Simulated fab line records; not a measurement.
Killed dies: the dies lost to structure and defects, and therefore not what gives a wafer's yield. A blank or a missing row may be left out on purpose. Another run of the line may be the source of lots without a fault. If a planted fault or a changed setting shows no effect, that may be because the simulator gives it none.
fab line records | flow sky130
record lots=7 wafers=21 lastDay=50
route steps=708 shown METAL4@621 PAD_OPEN@708
lots with no fault: from the same line, run without faults
startH: start of the lot's first displayed wafer, in hours after the record's first day | waitH: time in hours since the lot's previous step | " as in the row above | L1.1+2: a single row standing in for several wafers | - no value, or no start given | * or withheld: withheld | < > ~ a bound
route shown NAME@n: a module of which the file shows steps, and the number in the route of the first | usual: mean/standard deviation of fault-free wafers | same: alike in all rows | chamber/n: place in a boat | sites: the reading at each site | _std_site: standard deviation across them | _edge_site: mean of outer sites minus mean of inner sites | radiusMm: for every site, how far away it sits from the centre of the wafer | mask NAME#n: copy n | behind: the last tool/chamber to shape the wafer | hold: why the lot went on hold/how many hours it stayed there/how the hold came to an end | device: names the non-switching transistor (n, p or np) | end of line: tests run on the same wafers once the route is complete | for a step that has no rows: nothing shown but its recipe | killed: the dies lost at the first sort to structure and to defects; this is not the yield of the wafer | map: dies across one wafer; x = killed, . = not, _ = none there
set.NAME: the setting that was run; set.NAME@STEP: the one run at that earlier step | model.NAME: the simulator's own value behind a step, which no gauge read
lots at selected steps of the route; one table per step, one row per wafer
services: a tool's chamber out of use, with start hour (startH, from the record's first day; less than 0 if before it), hours out, and reason
## steps
# step SKY_METAL4_DEHYDRATE_05
# recipe tempC=200 timeS=60
# step SKY_METAL4_HMDS_06
# recipe primeTimeS=60 primeTempC=120
# step SKY_METAL4_COAT_07
# recipe resist=BARC tempC=withheld timeS=withheld spinRpm=3000 resistThkNm=60
# step SKY_METAL4_COAT_08
# recipe resist=KrF-thick spinRpm=3000 resistThkNm=1140
# step SKY_METAL4_SOFTBAKE_09
# recipe tempC=100 timeS=90 resist=KrF-thick
# step SKY_METAL4_EXPOSE_10
# recipe maskId=MM4 na=0.68 sourceShape=annular sigmaInner=0.4 sigmaOuter=0.8 targetCdNm=300 doseMj=28
# step SKY_METAL4_PEB_11
# recipe pebTempC=withheld pebTimeS=withheld resist=KrF-thick
# step SKY_METAL4_DEVELOP_12
# recipe developTimeS=60 resist=KrF-thick devTempC=21
# step SKY_METAL4_CD_MEAS_13
# recipe targetCdNm=300
# usual cdNm=299.3/1.2
# columns lot.wafer tool chamber startH waitH cdNm
L812.2 cdSem-02 - 997.86 - 301.5
L812.4 " - " " 300.3
L812.5 " - " " 301.7
L816.1 cdSem-02 - 1031.25 - 298.8
L816.2 " - " " 298.7
L816.6 " - " " 300.2
L824.1 cdSem-01 - 1076.24 - 299.4
L824.3 " - " " 301.0
L824.6 " - " " 300.9
L825.1 cdSem-01 - 1081.23 - 300.9
L825.2 " - " " 299.5
L825.4 " - " " 299.7
L826.2 cdSem-02 - 1091.02 - 300.6
L826.5 " - " " 299.4
L826.6 " - " " 300.1
L830.1 cdSem-02 - 1116.43 - 299.3
L830.2 " - " " 299.7
L830.3 " - " " 299.0
L831.1 cdSem-01 - 1118.25 - 298.9
L831.2 " - " " 298.4
L831.6 " - " " 297.3
# step SKY_METAL4_OVL_MEAS_14
# usual METAL4_OVL=0/4.9
# columns lot.wafer tool chamber startH waitH METAL4_OVL[nm]
L812.2 overlay-01 - 997.97 0.1 -9
L812.4 " - " " -6
L812.5 " - " " -7
L816.1 overlay-02 - 1031.37 0.1 -2
L816.2 " - " " -3
L816.6 " - " " -6
L824.1 overlay-02 - 1076.36 0.1 -4
L824.3 " - " " -9
L824.6 " - " " -5
L825.1 overlay-02 - 1081.35 0.1 0
L825.2 " - " " 8
L825.4 " - " " 6
L826.2 overlay-02 - 1091.12 0.1 0
L826.5 " - " " 3
L826.6 " - " " -3
L830.1 overlay-01 - 1116.55 0.1 -2
L830.2 " - " " 2
L830.3 " - " " -5
L831.1 overlay-02 - 1118.37 0.1 0
L831.2 " - " " -6
L831.6 " - " " 3
# step SKY_METAL4_DESCUM_15
# recipe chemistry=O2 sourcePowerW=150 biasPowerW=0 pressureMtorr=10 tempC=40 timeS=8
# usual drypumpMotorCurrentA=5.6/0.58 heBacksideLeakSccm=3.39/0.3 oesProductAu=0.994/0.0084
# columns lot.wafer tool chamber startH waitH drypumpMotorCurrentA heBacksideLeakSccm oesProductAu rfHoursCounterH
L812.2 rieMetal-04 0 998.00 0.0 5.1 3.52 1.004 10
L812.4 " 1 " " 4.7 3.50 0.987 -
L812.5 " 0 " " 5.1 3.47 0.992 -
L816.1 rieMetal-02 0 1031.40 0.0 6.4 3.03 0.992 12
L816.2 " 0 " " 6.4 3.22 0.993 -
L816.6 " 0 " " 6.4 3.16 0.993 -
L824.1 rieMetal-02 1 1076.40 0.0 5.3 3.52 0.995 2
L824.3 " 0 " " 6.4 3.23 0.981 -
L824.6 " 1 " " 5.3 3.54 0.992 -
L825.1 rieMetal-02 1 1081.38 0.0 5.4 3.59 0.994 2
L825.2 " 0 " " 6.3 3.24 0.992 16
L825.4 " 0 " " 6.4 3.26 0.978 -
L826.2 rieMetal-04 1 1091.15 0.0 4.8 3.54 0.999 12
L826.5 " 1 " " 4.7 3.42 0.980 -
L826.6 " 0 " " 5.1 3.59 0.999 -
L830.1 rieMetal-02 1 1116.58 0.0 5.3 3.52 0.997 4
L830.2 " 0 " " 6.4 3.04 0.980 18
L830.3 " 0 " " 6.3 3.18 0.990 -
L831.1 rieMetal-04 0 1118.40 0.0 5.1 3.64 1.005 18
L831.2 " 1 " " 4.7 3.45 0.998 14
L831.6 " 1 " " 4.8 3.45 0.993 -
# step SKY_METAL4_ETCH_16
# recipe chemistry=N2/H2 target=BARC ionEnergyEv=200 biasW=100 pressureMtorr=30 n2FlowSccm=100 h2FlowSccm=200 icpW=500 stopOn=SiO2 timeS=88.2 targetDepthA=600
# usual biasW=100.0/0.33 chamberPressureMTorr=30.000/0.027 drypumpMotorCurrentA=5.6/0.58 h2FlowSccm=200.2/0.62 heBacksideLeakSccm=3.37/0.18 oesProductAu=0.627/0.0044 throttleValvePct=13.205/0.0083
# columns lot.wafer tool chamber startH waitH biasW chamberPressureMTorr drypumpMotorCurrentA h2FlowSccm heBacksideLeakSccm oesProductAu rfHoursCounterH throttleValvePct
L812.2 rieMetal-04 0 998.03 0.0 99.9 30.013 5.1 200.5 3.50 0.622 10 13.197
L812.4 " 1 " " 99.7 30.008 4.8 201.2 3.33 0.633 - 13.189
L812.5 " 0 " " 99.7 29.927 5.1 200.5 3.55 0.623 - 13.207
L816.1 rieMetal-02 0 1031.46 0.1 99.8 29.977 6.4 200.0 3.17 0.623 12 13.209
L816.2 " 0 " " 99.7 29.996 6.4 199.5 3.23 0.621 - 13.217
L816.6 " 0 " " 99.4 30.007 6.3 200.3 3.15 0.623 - 13.195
L824.1 rieMetal-02 1 1076.43 0.0 99.6 30.006 5.3 199.9 3.53 0.621 2 13.222
L824.3 " 0 " " 100.9 29.979 6.4 201.5 3.26 0.620 - 13.217
L824.6 " 1 " " 99.7 30.060 5.3 200.4 3.48 0.634 - 13.199
L825.1 rieMetal-02 1 1081.42 0.0 100.4 30.028 5.3 199.4 3.59 0.627 2 13.203
L825.2 " 0 " " 99.7 30.010 6.4 200.0 3.19 0.625 16 13.212
L825.4 " 0 " " 99.8 30.008 6.4 199.9 3.14 0.626 - 13.195
L826.2 rieMetal-04 1 1091.18 0.0 99.8 29.966 4.7 200.2 3.54 0.626 12 13.195
L826.5 " 1 " " 99.9 30.016 4.7 199.7 3.37 0.629 - 13.181
L826.6 " 0 " " 99.7 30.037 5.1 200.5 3.63 0.618 - 13.200
L830.1 rieMetal-02 1 1116.62 0.0 99.9 29.980 5.3 201.0 3.58 0.629 4 13.199
L830.2 " 0 " " 100.1 29.974 6.4 199.8 3.19 0.630 18 13.211
L830.3 " 0 " " 100.1 30.013 6.4 199.6 3.27 0.625 - 13.192
L831.1 rieMetal-04 0 1118.43 0.0 100.1 29.942 5.1 200.3 3.63 0.625 18 13.209
L831.2 " 1 " " 99.7 30.033 4.7 200.5 3.39 0.621 14 13.199
L831.6 " 1 " " 100.0 29.983 4.8 199.8 3.45 0.629 - 13.207
# step SKY_METAL4_ETCH_17
# recipe target=SiO2 stopOn=TiN chemistry=C4F8/O2/Ar sourceW=1500 biasW=1200 pressureMtorr=40 c4f8FlowSccm=withheld O2_flow_sccm=6 Ar_flow_sccm=300 timeS=3.9 targetDepthA=150
# usual biasW=1199/3.6 chamberPressureMTorr=40.00/0.035 oesProductAu=0.753/0.0076
# columns lot.wafer tool chamber startH waitH biasW chamberPressureMTorr oesProductAu
L812.2 rieDiel-03 1 998.13 0.1 1187 39.99 0.758
L812.4 " 2 " " 1202 39.97 0.749
L812.5 " 1 " " 1198 39.96 0.762
L816.1 rieDiel-04 1 1031.66 0.2 1195 39.96 0.745
L816.2 " 3 " " 1195 40.01 0.753
L816.6 " 2 " " 1198 40.03 0.746
L824.1 rieDiel-01 0 1076.53 0.1 - - -
L824.3 " 2 " " - - -
L824.6 " 1 " " - - -
L825.1 rieDiel-01 0 1081.51 0.1 - - -
L825.2 " 2 " " - - -
L825.4 " 1 " " - - -
L826.2 rieDiel-03 3 1091.28 0.1 - - -
L826.5 " 2 " " - - -
L826.6 " 3 " " - - -
L830.1 rieDiel-03 3 1116.71 0.1 1197 40.00 0.754
L830.2 " 1 " " 1196 40.03 0.754
L830.3 " 2 " " 1205 40.01 0.750
L831.1 rieDiel-03 1 1118.53 0.1 1198 39.99 0.754
L831.2 " 3 " " 1201 40.02 0.751
L831.6 " 2 " " 1200 40.00 0.757
# step SKY_METAL4_METAL_ETCH_18
# recipe targetDepthA=8450 stopOn=SiO2 overEtchFrac=0.3 timeS=183.1 chemistry=Cl2/BCl3 resistSidewallDeg=88 pressureMtorr=10 icpW=900 biasW=48.5 Cl2_flow_sccm=60 bcl3FlowSccm=30
# usual bcl3FlowSccm=30.00/0.083 biasW=48.51/0.15 drypumpMotorCurrentA=5.5/0.48 heBacksideLeakSccm=3.38/0.29 oesProductAu=0.867/0.0058 throttleValvePct=22.263/0.0089
# columns lot.wafer tool chamber startH waitH bcl3FlowSccm biasW drypumpMotorCurrentA heBacksideLeakSccm oesProductAu rfHoursCounterH throttleValvePct
L812.2 rieMetal-03 0 998.15 0.0 30.13 48.79 5.6 3.25 0.857 10 22.278
L812.4 " 1 " " 29.94 48.62 5.8 3.25 0.859 - 22.260
L812.5 " 1 " " 30.02 48.54 5.8 3.20 0.864 - 22.264
L816.1 rieMetal-03 0 1031.68 0.0 29.85 48.60 5.6 3.40 0.849 12 22.254
L816.2 " 1 " " 30.05 48.43 5.8 3.10 0.863 20 22.286
L816.6 " 0 " " 29.83 48.41 5.6 3.42 0.866 - 22.264
L824.1 rieMetal-03 0 1076.55 0.0 30.08 48.58 5.6 3.37 0.866 14 22.272
L824.3 " 0 " " 30.02 48.26 5.6 3.42 0.865 - 22.270
L824.6 " 1 " " 29.87 48.42 5.8 3.35 0.868 - 22.256
L825.1 rieMetal-03 1 1081.53 0.0 30.04 48.84 5.8 3.16 0.870 25 22.268
L825.2 " 0 " " 30.07 48.50 5.6 3.37 0.867 14 22.271
L825.4 " 0 " " 30.09 48.54 5.6 3.30 0.870 - 22.248
L826.2 rieMetal-03 1 1091.30 0.0 29.94 48.16 5.9 3.22 0.867 26 22.242
L826.5 " 1 " " 29.98 48.40 5.8 3.23 0.866 - 22.275
L826.6 " 0 " " 30.00 48.52 5.6 3.33 0.870 - 22.265
L830.1 rieMetal-04 1 1116.73 0.0 30.04 48.67 4.7 3.47 0.861 14 22.266
L830.2 " 0 " " 30.02 48.69 5.1 3.71 0.861 18 22.253
L830.3 " 1 " " 29.98 48.35 4.7 3.46 0.863 - 22.254
L831.1 rieMetal-03 1 1118.55 0.0 29.91 48.50 5.8 3.34 0.870 28 22.254
L831.2 " 0 " " 30.21 48.52 5.6 3.20 0.868 17 22.283
L831.6 " 1 " " 29.94 48.37 5.9 3.26 0.870 - 22.259
# step SKY_PAD_OPEN_PROBE_99
# usual defectLimitedYield=82.5/1.7 killed_at_M0_to_M3=43/6.7 killed_at_M4_up=3.2/1.8 killedAtContacts=24/4.8 killedAtFrontEnd=16/4.2 killedAtOther=0.3/0.56 killedDies=86/8.5 killedOnRim=17/3.9 killedOpen=47/6.7 killedShort=39/6 sort_bin_3_pad_short=0.9/0.45 sort_bin_5_function=10.3/1.6 sort_bin_6_memory=6.3/1 sortNPass=406/8.5 sortYieldPct=82.5/1.7
# same grossDies=492 killedAtBackSide=0 sort_bin_4_leakage[%]=0 sort_bin_8_speed[%]=0
# columns lot.wafer tool chamber startH waitH defectLimitedYield[%] killed_at_M0_to_M3 killed_at_M4_up killedAtContacts killedAtFrontEnd killedAtOther killedDies killedOnRim killedOpen killedShort sort_bin_3_pad_short[%] sort_bin_5_function[%] sort_bin_6_memory[%] sortNPass sortYieldPct[%]
L812.2 prober-02 - 1090.88 0.1 82.5 43 1 26 16 0 86 11 49 37 1.4 10.6 5.5 406 82.5
L812.4 prober-02 - 1090.98 0.2 83.5 37 5 26 13 0 81 18 43 38 0.4 8.9 7.1 411 83.5
L812.5 prober-02 - 1091.03 0.2 80.3 47 1 26 23 0 97 23 47 49 1.0 10.8 7.9 395 80.3
L824.1 prober-02 - 1160.51 0.1 0 46 397 24 25 0 492 96 49 50 0.6 94.1 5.3 0 0
L824.3 prober-02 - 1160.61 0.2 0 56 399 17 20 0 492 96 54 41 1.4 90.9 7.7 0 0
L824.6 prober-02 - 1160.76 0.2 0 54 396 25 17 0 492 96 49 48 1.0 92.5 6.5 0 0
L825.1 prober-01 - 1163.70 0.1 0 34 424 22 12 0 492 96 45 24 0.8 94.9 4.3 0 0
L825.2 prober-01 - 1163.75 0.1 0 43 403 30 15 1 492 96 49 44 1.0 93.5 5.5 0 0
L825.4 prober-01 - 1163.85 0.2 0 50 395 30 17 0 492 96 57 41 0.8 93.1 6.1 0 0
L826.2 prober-02 - 1172.87 0.1 0 42 407 27 16 0 492 96 53 34 0.8 92.7 6.5 0 0
L826.5 prober-02 - 1173.02 0.2 0 39 402 29 22 0 492 96 43 51 1.4 93.3 5.3 0 0
L826.6 prober-02 - 1173.07 0.2 0 37 410 32 13 0 492 96 49 33 0.6 92.1 7.3 0 0
L831.1 prober-01 - 1193.86 0.1 83.9 43 3 21 12 0 79 11 38 41 0.6 8.1 7.3 413 83.9
L831.2 prober-01 - 1193.91 0.1 82.5 41 4 23 17 1 86 19 53 33 0.6 8.1 8.7 406 82.5
L831.6 prober-01 - 1194.11 0.2 82.7 45 3 26 11 0 85 13 38 47 1.0 10.6 5.7 407 82.7
# killed by level:class
L812.2 CONTACT:geometricParticle:open=11 VIA1:geometricParticle:open=11 CONTACT:geometricParticle:short=7 VIA2:geometricParticle:open=7 VIA3:geometricParticle:short=6 FIELD_ISO:geometricParticle:open=5 METAL1:geometricParticle:short=5 METAL2:geometricParticle:short=5
L812.4 CONTACT:geometricParticle:open=10 LI_CONTACT:geometricParticle:open=8 VIA1:geometricParticle:open=8 VIA3:geometricParticle:open=8 FIELD_ISO:geometricParticle:short=5 METAL4:geometricParticle:short=5 LOCAL_INTERCONNECT:geometricParticle:short=4 METAL3:geometricParticle:short=4
L812.5 CONTACT:geometricParticle:open=10 VIA1:geometricParticle:open=10 VIA3:geometricParticle:open=9 CONTACT:geometricParticle:short=7 FIELD_ISO:geometricParticle:short=5 POLY_GATE:geometricParticle:open=5 POLY_GATE:geometricParticle:short=5 METAL2:geometricParticle:short=5
L824.1 METAL4:areaEtch=393 METAL2:geometricParticle:short=10 LI_CONTACT:geometricParticle:open=7 VIA3:geometricParticle:open=7 POLY_GATE:geometricParticle:open=6 METAL1:geometricParticle:short=6 FIELD_ISO:geometricParticle:short=5 FIELD_ISO:geometricParticle:open=5
L824.3 METAL4:areaEtch=397 VIA1:geometricParticle:open=16 VIA3:geometricParticle:open=8 CONTACT:geometricParticle:short=7 VIA2:geometricParticle:open=7 LI_CONTACT:geometricParticle:open=6 VIA1:geometricParticle:short=6 METAL2:geometricParticle:short=5
L824.6 METAL4:areaEtch=395 VIA1:geometricParticle:open=10 METAL2:geometricParticle:short=10 CONTACT:geometricParticle:open=9 LI_CONTACT:geometricParticle:open=8 METAL1:geometricParticle:short=8 VIA2:geometricParticle:open=6 VIA1:geometricParticle:short=5
L825.1 METAL4:areaEtch=423 VIA1:geometricParticle:open=10 CONTACT:geometricParticle:open=9 VIA2:geometricParticle:open=8 CONTACT:geometricParticle:short=6 POLY_GATE:geometricParticle:short=5 VIA3:geometricParticle:open=5 VIA1:geometricParticle:short=4
L825.2 METAL4:areaEtch=399 CONTACT:geometricParticle:open=9 LI_CONTACT:geometricParticle:open=8 VIA1:geometricParticle:open=8 CONTACT:geometricParticle:short=7 METAL2:geometricParticle:short=7 VIA2:geometricParticle:open=6 VIA3:geometricParticle:open=5
L825.4 METAL4:areaEtch=394 VIA1:geometricParticle:open=15 CONTACT:geometricParticle:short=10 VIA3:geometricParticle:open=10 LI_CONTACT:geometricParticle:open=8 CONTACT:geometricParticle:open=7 VIA1:geometricParticle:short=6 POLY_GATE:geometricParticle:short=5
L826.2 METAL4:areaEtch=405 CONTACT:geometricParticle:open=14 VIA1:geometricParticle:open=9 VIA3:geometricParticle:open=8 VIA2:geometricParticle:open=7 LI_CONTACT:geometricParticle:open=6 VIA1:geometricParticle:short=5 VIA2:geometricParticle:short=5
L826.5 METAL4:areaEtch=398 CONTACT:geometricParticle:open=11 CONTACT:geometricParticle:short=7 VIA1:geometricParticle:open=7 VIA1:geometricParticle:short=6 POLY_GATE:geometricParticle:short=5 METAL1:geometricParticle:short=5 METAL2:geometricParticle:short=5
L826.6 METAL4:areaEtch=410 VIA1:geometricParticle:open=12 LI_CONTACT:geometricParticle:open=10 CONTACT:geometricParticle:short=10 CONTACT:geometricParticle:open=8 METAL2:geometricParticle:short=6 VIA3:geometricParticle:open=4 VIA2:geometricParticle:open=4
L831.1 VIA1:geometricParticle:open=14 METAL1:geometricParticle:short=9 LI_CONTACT:geometricParticle:open=7 METAL2:geometricParticle:short=5 POLY_GATE:geometricParticle:short=5 LOCAL_INTERCONNECT:geometricParticle:short=5 CONTACT:geometricParticle:open=5 VIA2:geometricParticle:short=4
L831.2 VIA1:geometricParticle:open=9 VIA2:geometricParticle:open=7 VIA3:geometricParticle:open=7 CONTACT:geometricParticle:open=6 FIELD_ISO:geometricParticle:open=5 LI_CONTACT:geometricParticle:open=5 LOCAL_INTERCONNECT:geometricParticle:short=5 CONTACT:geometricParticle:short=4
L831.6 VIA1:geometricParticle:open=12 VIA1:geometricParticle:short=10 LOCAL_INTERCONNECT:geometricParticle:short=10 LI_CONTACT:geometricParticle:open=7 CONTACT:geometricParticle:open=6 METAL2:geometricParticle:short=5 POLY_GATE:geometricParticle:open=4 METAL3:geometricParticle:short=4
# map L824.1 (x killed, . not)
__________xxxxxxxxxx_________
________xxxxxxxxxxxxxx_______
______xxxxxxxxxxxxxxxxxx_____
_____xxxxxxxxxxxxxxxxxxxx____
____xxxxxxxxxxxxxxxxxxxxxx___
___xxxxxxxxxxxxxxxxxxxxxxxx__
__xxxxxxxxxxxxxxxxxxxxxxxxxx_
_xxxxxxxxxxxxxxxxxxxxxxxxxxxx
_xxxxxxxxxxxxxxxxxxxxxxxxxxxx
_xxxxxxxxxxxxxxxxxxxxxxxxxxxx
_xxxxxxxxxxxxxxxxxxxxxxxxxxxx
_xxxxxxxxxxxxxxxxxxxxxxxxxxxx
_xxxxxxxxxxxxxxxxxxxxxxxxxxxx
_xxxxxxxxxxxxxxxxxxxxxxxxxxxx
_xxxxxxxxxxxxxxxxxxxxxxxxxxxx
__xxxxxxxxxxxxxxxxxxxxxxxxxx_
___xxxxxxxxxxxxxxxxxxxxxxxx__
____xxxxxxxxxxxxxxxxxxxxxx___
_____xxxxxxxxxxxxxxxxxxxx____
______xxxxxxxxxxxxxxxxxx_____
________xxxxxxxxxxxxxx_______
__________xxxxxxxxxx_________
# map L825.1 (x killed, . not)
__________xxxxxxxxxx_________
________xxxxxxxxxxxxxx_______
______xxxxxxxxxxxxxxxxxx_____
_____xxxxxxxxxxxxxxxxxxxx____
____xxxxxxxxxxxxxxxxxxxxxx___
___xxxxxxxxxxxxxxxxxxxxxxxx__
__xxxxxxxxxxxxxxxxxxxxxxxxxx_
_xxxxxxxxxxxxxxxxxxxxxxxxxxxx
_xxxxxxxxxxxxxxxxxxxxxxxxxxxx
_xxxxxxxxxxxxxxxxxxxxxxxxxxxx
_xxxxxxxxxxxxxxxxxxxxxxxxxxxx
_xxxxxxxxxxxxxxxxxxxxxxxxxxxx
_xxxxxxxxxxxxxxxxxxxxxxxxxxxx
_xxxxxxxxxxxxxxxxxxxxxxxxxxxx
_xxxxxxxxxxxxxxxxxxxxxxxxxxxx
__xxxxxxxxxxxxxxxxxxxxxxxxxx_
___xxxxxxxxxxxxxxxxxxxxxxxx__
____xxxxxxxxxxxxxxxxxxxxxx___
_____xxxxxxxxxxxxxxxxxxxx____
______xxxxxxxxxxxxxxxxxx_____
________xxxxxxxxxxxxxx_______
__________xxxxxxxxxx_________
## services
# columns tool chamber startH hours kind
rieDiel-01 - 1006.01 2.8 pm
rieDiel-01 - 1026.44 14.6 pm
rieMetal-02 1 1030.46 - clean
rieMetal-02 1 1030.46 18.7 scheduledDown
rieMetal-02 1 1030.46 18.7 ventCycle
rieMetal-04 - 1032.98 2.8 pm
rieDiel-01 0 1043.58 13.4 repair
rieMetal-03 0 1050.67 18.6 repair
rieDiel-04 - 1065.33 2.1 repair
## key
firstSign step=SKY_METAL4_ETCH_17 reading=toolRecord direction=missing
effect step=SKY_PAD_OPEN_PROBE_99 reading=killed_at_M4_up direction=up sigmas=99+ usual=3.2 struck=403.7
moreKillsBornAt SKY_METAL4_ETCH_17@rieDiel-01=2395 SKY_METAL4_ETCH_17@rieDiel-03=1213
metAt SKY_METAL4_ETCH_17
struckWafers L824.1,L824.3,L824.6,L825.1,L825.2,L825.4,L826.2,L826.5,L826.6
laterRowsLeftOut L824.1,L824.3,L824.6,L825.1,L825.2,L825.4,L826.2,L826.5,L826.6
onsetBetween 998.13 1076.53
fault kind=skippedStepWhole tool=rieDiel-01,rieDiel-03 chamber=- onsetH=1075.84 steps=SKY_METAL4_ETCH_17 scope=struckLotsOnly
# laterRowsLeftOut: the simulator's readings of these wafers behind a module that went badly wrong aren't trusted and aren't shown, but for the sort
